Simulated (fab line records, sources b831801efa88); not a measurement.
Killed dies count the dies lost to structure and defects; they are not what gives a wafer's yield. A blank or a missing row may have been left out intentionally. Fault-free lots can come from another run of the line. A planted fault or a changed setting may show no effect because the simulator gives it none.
Which of the tools did it?	flow sky130	11 lots with 33 wafers sampled at 3 steps, on a route of 708 steps

== WHAT THE GAUGES SHOWED, per wafer ==
SKY_LDD_P_CD_MEAS_07 targets a cd of 380 nm.
lot	measured	on	cd_nm (nm)
L718	day 19 16:53	cd_sem-02	380.8 381.5 381.9
L721	day 20 21:45	cd_sem-02	373.9 376.4 375.8
L727	day 23 07:08	cd_sem-01	- - -
L728	day 23 13:22	cd_sem-01	- - -
L731	day 24 13:14	cd_sem-02	381.8 379.5 379.5
L733	day 25 07:09	cd_sem-02	379.6 379.5 380.9
L734	day 25 07:45	cd_sem-02	382.7 383.2 382.4
L735	day 25 14:57	cd_sem-02	379.7 376.7 380.6
L736	day 26 06:08	cd_sem-01	379.9 385.4 383.6
L737	day 26 12:09	cd_sem-01	378.7 377.3 379.6
L739	day 27 08:24	cd_sem-02	382.3 380.1 381.3

== WHAT TOOL EACH LOT RAN ON (gives the tool, then ch and the chambers of the sampled wafers, and finally the start) ==
lot	SKY_VT_ADJUST_LVTN_STRIP_09	SKY_LDD_P_COAT_02
L718	plasma_asher-03 ch 0,1, day 7 08:13	litho_track-02 ch 0, day 19 01:29
L721	plasma_asher-03 ch 0,1, day 8 00:53	litho_track-02 ch 0, day 20 06:15
L727	plasma_asher-03 ch 0,1, day 9 20:16	litho_track-02, day 22 15:59
L728	plasma_asher-01 ch 0,1, day 10 00:16	litho_track-02, day 22 21:57
L731	plasma_asher-03 ch 0,1, day 10 22:23	litho_track-03 ch 0, day 23 22:31
L733	plasma_asher-03 ch 0,1, day 11 09:10	litho_track-02 ch 0, day 24 15:51
L734	plasma_asher-04 ch 0,1, day 11 14:17	litho_track-02 ch 0, day 24 17:00
L735	plasma_asher-03 ch 0,1, day 11 22:58	litho_track-02 ch 0, day 25 00:35
L736	plasma_asher-04 ch 0,1, day 12 10:22	litho_track-01 ch 0, day 25 15:55
L737	plasma_asher-04 ch 0,1, day 12 13:55	litho_track-03 ch 0, day 25 21:08
L739	plasma_asher-04 ch 0,1, day 13 08:45	litho_track-03 ch 0, day 26 18:10
- SKY_VT_ADJUST_LVTN_STRIP_09: strips in O2/N2.
- SKY_LDD_P_COAT_02: resist thk 1140 nm.

== THE ANSWER, worked out from the rows above alone ==
Rule: what is usual is taken from the lots themselves. Put in order of their means at a reading, lots are off if they are a third of the lots or fewer, leave a main group of 4 or more, and stand apart from it by a gap of 3 or more times the standard deviation of the main group's means; of several such gaps the widest counts. A main group whose means are all the same, to the digits that the tables above print for the reading, isn't used. Also off: a lot with no number at a reading for which 4 or more lots have one. All remaining lots with rows at the step are treated as sound.
Off at SKY_LDD_P_CD_MEAS_07 (cd_nm): L727, L728. Without a number there: L727, L728. For the main group the mean is 380.2 nm and the standard deviation 2.2.
A tool fits if, at a process step before that reading, it ran every lot that is off, and no sound lot after the first of them. Gauges at SKY_LDD_P_CD_MEAS_07: tried the same way as those tools. Not one of the candidates tried fits.

== WHAT HAD BEEN PUT IN BY THE SIMULATOR ==
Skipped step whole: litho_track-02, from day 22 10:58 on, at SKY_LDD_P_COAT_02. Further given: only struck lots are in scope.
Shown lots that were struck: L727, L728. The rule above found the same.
